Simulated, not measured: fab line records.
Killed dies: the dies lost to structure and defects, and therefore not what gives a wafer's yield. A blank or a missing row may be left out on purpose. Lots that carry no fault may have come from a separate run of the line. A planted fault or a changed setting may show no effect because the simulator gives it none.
Comparing a struck lot with a sound one    flow gf180mcu    27 out of 602 route steps
Sound: these wafers, L979.2, L979.5, L979.6. Wafers struck: L978.1, L978.4, L978.6. The cause comes at the end.
Per side, at each step with rows, come the tool, then ch with its chambers, and then its first start. Under that, the readings that differ: sound wafers    struck wafers    difference of the means    sigmas: that difference in standard deviations of wafers without a fault.
alike: readings whose means differ by less than 2 such deviations, and words and numbers that are the same on both sides. not compared: withheld readings, readings that some wafer has no value for, bounds like >300 that may hide the same value, and numbers for which the record gives no deviation and whose values overlap.
A row with sigmas, a row that says differs or no value, or rows on one side alone: a step with any of these is where the two part. When numbers do not overlap yet have no deviation, they are printed without sigmas and do not part them. A reading that every wafer of one side lacks parts them only if that side has two wafers or more.

GF_DNWELL_STRIP_08: strips in O2/N2.
  sound on plasma_asher-03 ch 0,1, day 4 22:53; struck on plasma_asher-04 ch 0,1, day 4 18:13
reading                       sound              struck             difference  sigmas
strip_time_to_endpoint_s (s)  36.86 36.93 36.89  37.32 37.17 37.13  +0.31       +3
  alike: chamber_pressure_mTorr, drypump_motor_current_A, heater_power_w, oes_product_au
  not compared: rf_hours_counter_h
GF_DNWELL_TW_MEAS_09:
  sound on film_metro-02 at day 4 22:59; struck on film_metro-02 at day 4 18:19
  alike: DNWELL_TW
then, 7 steps without rows for these wafers: GF_NWELL_DEHYDRATE_00 (time 60 s); GF_NWELL_HMDS_01 (prime time 60 s); GF_NWELL_COAT_02 (resist thk 3000 nm); GF_NWELL_SOFTBAKE_03; GF_NWELL_EXPOSE_04 (exposes mask Nwell, target cd 860 nm); GF_NWELL_PEB_05; GF_NWELL_DEVELOP_06 (develop time 60 s).
GF_NWELL_OVL_MEAS_07:
  sound on overlay-01 at day 5 12:49; struck on overlay-01 at day 5 08:18
  alike: NWELL_OVL
then, 2 steps without rows for these wafers: GF_NWELL_IMPLANT_08; GF_NWELL_IMPLANT_09.
GF_NWELL_STRIP_10: strips in O2/N2.
  sound on plasma_asher-02 ch 0,1, day 5 13:08; struck on plasma_asher-02 ch 1, day 5 08:38
  no value came back on the struck wafers for any of 5 readings (chamber_pressure_mTorr (mTorr), drypump_motor_current_A (A) and others); on the sound wafers chamber_pressure_mTorr (mTorr) reads 1501.3 1501.6 1500.1
reading                                  sound  struck          difference  sigmas
model.coat_of_NWELL_COAT_02.thk_nm (nm)  0 0 0  3013 3015 3004  +3011       
  not compared: rf_hours_counter_h
GF_NWELL_TW_MEAS_11:
  sound on film_metro-01 at day 5 13:15; struck on film_metro-01 at day 5 08:44
  alike: NWELL_TW
then, 7 steps without rows for these wafers: GF_LVPWELL_DEHYDRATE_00 (time 60 s); GF_LVPWELL_HMDS_01 (prime time 60 s); GF_LVPWELL_COAT_02 (resist thk 3000 nm); GF_LVPWELL_SOFTBAKE_03; GF_LVPWELL_EXPOSE_04 (exposes mask LVPWELL, target cd 600 nm); GF_LVPWELL_PEB_05; GF_LVPWELL_DEVELOP_06 (develop time 60 s).
GF_LVPWELL_OVL_MEAS_07:
  sound on overlay-01 at day 6 03:10; struck on overlay-02 at day 5 22:54
  alike: LVPWELL_OVL
then, 2 steps without rows for these wafers: GF_LVPWELL_IMPLANT_08; GF_LVPWELL_IMPLANT_09.
GF_LVPWELL_STRIP_10: strips in O2/N2.
  sound on plasma_asher-01 ch 0,1, day 6 03:29; struck on plasma_asher-02 ch 1, day 5 23:14
reading                       sound              struck             difference  sigmas
drypump_motor_current_A (A)   6.30 5.94 6.28     5.64 5.63 5.62     -0.54       -2
oes_product_au (a.u.)         0.723 0.716 0.717  0.752 0.740 0.745  +0.027      +6
strip_time_to_endpoint_s (s)  37.01 36.95 37.03  81.50 81.60 81.40  +44.50      +99 or more
  alike: chamber_pressure_mTorr, heater_power_w
  not compared: rf_hours_counter_h
GF_LVPWELL_TW_MEAS_11:
  sound on film_metro-01 at day 6 03:36; struck on film_metro-04 at day 5 23:20
reading     sound        struck    difference  sigmas
LVPWELL_TW  552 555 555  30 30 30  -524        -99 or more
then, 1 step without rows for these wafers: GF_MVSD_DEHYDRATE_00 (time 60 s).

## WHERE THEY PART
Earliest at GF_DNWELL_STRIP_08; latest, in this record, at GF_LVPWELL_TW_MEAS_11.

WHY: the cause the simulator had injected
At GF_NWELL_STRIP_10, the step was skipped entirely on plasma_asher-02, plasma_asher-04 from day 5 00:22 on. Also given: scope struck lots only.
